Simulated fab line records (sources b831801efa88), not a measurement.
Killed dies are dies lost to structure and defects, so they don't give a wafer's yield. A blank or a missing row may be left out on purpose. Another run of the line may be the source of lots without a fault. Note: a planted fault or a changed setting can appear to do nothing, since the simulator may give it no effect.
The tool behind it: which one? | flow gf180mcu | 14 lots with 42 wafers sampled at 2 steps, on a route of 602 steps

## WHAT EACH GAUGE READ, for each wafer
GF_HV_LDD_THK_MEAS_55. Usual: for HV_LDD_CVD_54_THK the level is 10.06 nm and the standard deviation is 0.12.
lot  | measured     | on           | HV_LDD_CVD_54_THK (nm) | flag
L369 | day 12 13:06 | filmMetro-01 | 10.08 10.06 9.92       | 
L372 | day 13 20:46 | filmMetro-01 | 10.12 9.95 10.02       | 
L374 | day 14 17:45 | filmMetro-01 | 7.74 7.69 7.65         | OFF
L375 | day 15 00:31 | filmMetro-02 | 9.95 9.99 10.02        | 
L377 | day 15 16:58 | filmMetro-01 | 7.81 7.79 7.78         | OFF
L383 | day 17 12:27 | filmMetro-01 | 9.97 10.02 10.00       | 
L384 | day 17 23:24 | filmMetro-02 | 10.07 10.07 10.03      | 
L385 | day 18 04:38 | filmMetro-01 | 9.93 10.05 9.97        | 
L386 | day 18 10:34 | filmMetro-03 | 10.07 10.00 10.08      | 
L387 | day 18 16:53 | filmMetro-01 | 10.12 10.01 10.09      | 
L389 | day 19 07:14 | filmMetro-01 | 9.88 10.03 10.11       | 
L388 | day 19 10:35 | filmMetro-01 | 10.05 10.00 10.15      | 
L390 | day 19 14:16 | filmMetro-02 | 10.19 10.18 10.05      | 
L392 | day 20 12:54 | filmMetro-02 | 10.09 10.07 10.14      | 

## WHICH TOOL RAN EACH LOT (tool, then ch and the chambers of the sampled wafers, then the start)
lot  | GF_HV_LDD_CVD_54
L369 | lpcvd-02 ch 0, day 12 12:04
L372 | lpcvd-01 ch 0, day 13 19:43
L374 | lpcvd-01 ch 0, day 14 16:43
L375 | lpcvd-02 ch 0, day 14 23:28
L377 | lpcvd-01 ch 0, day 15 15:57
L383 | lpcvd-02 ch 0, day 17 11:26
L384 | lpcvd-02 ch 0, day 17 22:22
L385 | lpcvd-01 ch 0, day 18 03:37
L386 | lpcvd-02 ch 0, day 18 09:31
L387 | lpcvd-02 ch 0, day 18 15:52
L389 | lpcvd-01 ch 1, day 19 06:13
L388 | lpcvd-02 ch 0, day 19 09:34
L390 | lpcvd-01 ch 0, day 19 13:14
L392 | lpcvd-02 ch 0, day 20 11:52
- GF_HV_LDD_CVD_54: deposits SiO2 from TEOS, target thk 10 nm, time 75 s.

## WHAT THE TOOLS THEMSELVES READ (means of the sampled wafers that have a number; where no wafer has one, the mark that the record gives instead)
GF_HV_LDD_CVD_54. Usual: zonePowerUpperPct reads 10.6 % (standard deviation 0.71).
lot  | tool     | zonePowerUpperPct (%) | flag
L369 | lpcvd-02 | 10.5                  | 
L372 | lpcvd-01 | 10.4                  | 
L374 | lpcvd-01 | 10.2                  | 
L375 | lpcvd-02 | 10.4                  | 
L377 | lpcvd-01 | 10.2                  | 
L383 | lpcvd-02 | 10.4                  | 
L384 | lpcvd-02 | 10.5                  | 
L385 | lpcvd-01 | 10.2                  | 
L386 | lpcvd-02 | 10.4                  | 
L387 | lpcvd-02 | 10.4                  | 
L389 | lpcvd-01 | 11.8                  | 
L388 | lpcvd-02 | 10.5                  | 
L390 | lpcvd-01 | 10.3                  | 
L392 | lpcvd-02 | 10.5                  | 

## THE ANSWER, worked out from the rows above alone
Rule: a lot is off if the mean of its wafers that have a number lies more than 3 standard deviations from the usual mean. A lot without any number at a reading at which 4 lots or more have one is off too. Any other lot the step has rows for is counted as sound. First the gauges in route order, then the tools' own readings, where a lot's mean is used as printed above. The first step at which some lot is off is used, and at that step the reading that is off furthest; a lot without a number counts as furthest.
Off: L374, L377, seen at GF_HV_LDD_THK_MEAS_55 (HV_LDD_CVD_54_THK).
A tool fits if, at a process step before that reading, it ran every lot that is off, and no sound lot after the first of them. Gauges at GF_HV_LDD_THK_MEAS_55: tried the same way as those tools. None of those tried fits.

## WHAT THE SIMULATOR HAD PUT IN
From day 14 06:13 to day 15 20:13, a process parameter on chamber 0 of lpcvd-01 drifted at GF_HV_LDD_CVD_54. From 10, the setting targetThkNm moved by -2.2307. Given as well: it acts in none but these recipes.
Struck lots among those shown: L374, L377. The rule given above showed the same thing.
